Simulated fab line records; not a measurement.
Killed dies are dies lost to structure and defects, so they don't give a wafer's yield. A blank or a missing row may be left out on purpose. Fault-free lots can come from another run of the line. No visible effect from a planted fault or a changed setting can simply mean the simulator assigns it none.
Chamber matching | flow gf180mcu | rie diel-02 running GF_HV_LDD_ETCHBACK_58: 4 sister chambers
The step etches Si3N4 in CH3F/O2, stops on SiO2, time 100 s, target depth 90 nm. 4 wafers are shown with their chamber, then 6 later ones without.

## EACH WAFER AND ITS CHAMBER
wafer  | chamber | drypump motor current A (A)
L692.5 | 2       | 5.74
L696.5 | 1       | 5.96
L698.3 | 3       | 5.61
L698.5 | 0       | 6.04

## WAFERS MISSING THEIR CHAMBER
wafer  | drypump motor current A (A)
L705.4 | 6.06
L705.5 | 5.94
L705.6 | 5.72
L713.1 | 5.95
L713.3 | 6.09
L713.6 | 5.61

## EACH ONE'S CHAMBER
wafer  | from the rows above | in truth
L705.4 | 0                   | 0
L705.5 | 1                   | 1
L705.6 | 2                   | 2
L713.1 | 1                   | 1
L713.3 | 0                   | 0
L713.6 | 3                   | 3
Correctly placed: 6 of 6. Left unplaced by these rows: 0. Placed wrongly: 0.
How it was worked out, from the rows above alone: a wafer's distance from a chamber is the root of the sum, over the readings, of the square of ((its reading less the chamber's mean) divided by the reading's scatter). The wafer belongs to the nearest chamber; if the next one is less than 2 further off, it can't be placed. The mean given for a chamber averages the wafers shown for that chamber. The scatter (one wafer shown for each chamber): square how far every hidden wafer sits from the nearest shown wafer, average those squares and take the square root.
